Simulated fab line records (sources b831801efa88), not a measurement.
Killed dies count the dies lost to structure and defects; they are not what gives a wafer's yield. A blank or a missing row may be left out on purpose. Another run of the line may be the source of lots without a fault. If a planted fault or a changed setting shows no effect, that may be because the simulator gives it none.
Which tool did it?    flow gf180mcu    Sampling: 7 lots, 20 wafers, 3 of 602 route steps

WHAT THE GAUGES SHOWED, per wafer
GF_SALICIDE_RS_MEAS_04: measures by four-point-probe.
lot   measured      on            SALICIDE_TIN_RS (ohm/sq)
L695  day 16 06:00  filmMetro-02  16.0 15.8 16.0
L697  day 16 22:40  filmMetro-01  16.8 16.5
L704  day 19 16:02  filmMetro-01  16.2 15.9 16.2
L709  day 21 06:52  filmMetro-04  16.6 17.0 16.7
L711  day 21 21:28  filmMetro-04  16.7 16.7 16.1
L713  day 22 14:01  filmMetro-01  15.6 15.9 15.6
L715  day 23 08:11  filmMetro-04  16.3 16.5 16.5

TOOL THAT RAN EACH LOT (tool first, then ch and the chambers of the sampled wafers, then the start)
lot   GF_VT_IMPLANT_STRIP_09               GF_HV_LDD_ETCHBACK_58
L695  plasmaAsher-04 ch 0,1, day 6 10:29   rieDiel-04 ch 0,1,2, day 13 12:22
L697  plasmaAsher-02 ch 0, day 6 20:48     rieDiel-04 ch 1, day 14 04:29
L704  plasmaAsher-01 ch 0, day 8 18:09     rieDiel-02 ch 2,3, day 16 15:57
L709  plasmaAsher-01 ch 0,1, day 10 01:05  rieDiel-01 ch 0,3, day 18 05:23
L711  plasmaAsher-04 ch 0,1, day 10 12:42  rieDiel-01 ch 0,2,3, day 18 21:02
L713  plasmaAsher-01 ch 0,1, day 10 22:52  rieDiel-04 ch 0,1,3, day 19 12:38
L715  plasmaAsher-02 ch 0,1, day 11 14:54  rieDiel-02 ch 0,1,2, day 20 08:10
- GF_VT_IMPLANT_STRIP_09: strips in O2/N2.
- GF_HV_LDD_ETCHBACK_58: etches Si3N4 in CH3F/O2, stops on SiO2, time 100 s, target depth 90 nm.

THE ANSWER, worked out from the rows above alone
Rule: usual is defined by the lots themselves. Put in order of their means at a reading, lots are off if they are a third of the lots or fewer, leave a main group of 4 or more, and stand apart from it by a gap of 3 or more times the standard deviation of the main group's means; of several such gaps the widest counts. Not used: any main group whose means are identical at the precision the tables above print for the reading. Also off: a lot with no number at a reading for which 4 or more lots have one. Any other lot the step has rows for is counted as sound.
None of the lots is off at any reading shown; this tells nothing.

WHAT THE SIMULATOR PUT IN
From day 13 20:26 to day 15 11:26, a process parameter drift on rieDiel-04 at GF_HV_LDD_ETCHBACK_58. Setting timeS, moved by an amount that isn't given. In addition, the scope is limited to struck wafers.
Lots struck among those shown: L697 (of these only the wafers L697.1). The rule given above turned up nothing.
